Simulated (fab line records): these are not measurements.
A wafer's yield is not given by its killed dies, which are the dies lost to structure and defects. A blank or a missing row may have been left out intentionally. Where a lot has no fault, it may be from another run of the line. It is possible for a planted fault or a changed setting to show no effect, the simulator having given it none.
Struck lot and sound lot, side by side :: flow sky130 :: 14 steps out of a route of 708
Sound: these wafers, L820.3, L820.4, L820.6. The struck wafers were L819.2, L819.3, L819.4. Last of all comes the cause.
Per side, at each step with rows, come the tool, then ch with its chambers, and then its first start. Under that, the readings that differ: sound wafers :: struck wafers :: difference of the means :: sigmas: that difference in standard deviations of wafers without a fault.
alike: words and numbers the same on both sides, and readings whose means are apart by under 2 such deviations; not compared: readings that were withheld, readings missing a value for some wafer, numbers with overlapping values and no deviation given by the record, and bounds like >300 which may hide the same value.
Wherever a step has rows on one side only, a row that says differs or no value, or a row with sigmas, the two part there. When numbers do not overlap yet have no deviation, they are printed without sigmas and do not part them. Lack of a reading on every wafer of one side parts them only where that side has two or more wafers.

first, 1 step without rows for these wafers: SKY_POLY_GATE_IMPLANT_02.
SKY_RES_PROTECT_STRIP_07: strips in O2/N2.
  sound on plasma-asher-02 ch 0,1, day 21 17:51; struck on plasma-asher-03 ch 0,1, day 21 08:11
  alike: drypump-motor-current-A, oes-product-au, strip-time-to-endpoint-s
  not compared: rf-hours-counter-h
SKY_RES_PROTECT_TW_MEAS_08:
  struck on film-metro-02, day 21 08:17; sound on film-metro-02, day 21 17:56
  alike: POLY_GATE_TW
then, 2 steps without rows for these wafers: SKY_RES_PROTECT_CLEAN_09 (cleans in SC1/SC2, time 150 s); SKY_POLY_GATE_CVD_03 (deposits Si3N4 from DCS/NH3, target thk 75 nm, time 1290 s).
SKY_POLY_GATE_THK_MEAS_04:
  struck on film-metro-02, day 21 12:43; sound on film-metro-04, day 21 19:46
  alike: POLY_GATE_CVD_03_THK
then, 6 steps without rows for these wafers: SKY_POLY_GATE_DEHYDRATE_05 (time 60 s); SKY_POLY_GATE_HMDS_06 (prime time 60 s); SKY_POLY_GATE_COAT_07 (resist thk 110 nm); SKY_POLY_GATE_COAT_08 (resist thk 450 nm); SKY_POLY_GATE_SOFTBAKE_09 (time 90 s); SKY_POLY_GATE_EXPOSE_10 (exposes mask P1M, target cd 150 nm).
SKY_POLY_GATE_PEB_11:
  sound on litho-track-03 ch 0, day 23 01:00; struck on litho-track-02, day 22 19:00
reading: exhaust-pa (Pa)
sound: 44.3 44.1 43.7
struck: - - -
difference: no value on the struck wafers
sigmas: 
  not compared: chill-plate-temp-C
then, 1 step without rows for these wafers: SKY_POLY_GATE_DEVELOP_12 (develop time 58.57 s).

== WHERE THEY PART ==
Within this record, at SKY_POLY_GATE_PEB_11 only.

WHY: what the simulator had put in
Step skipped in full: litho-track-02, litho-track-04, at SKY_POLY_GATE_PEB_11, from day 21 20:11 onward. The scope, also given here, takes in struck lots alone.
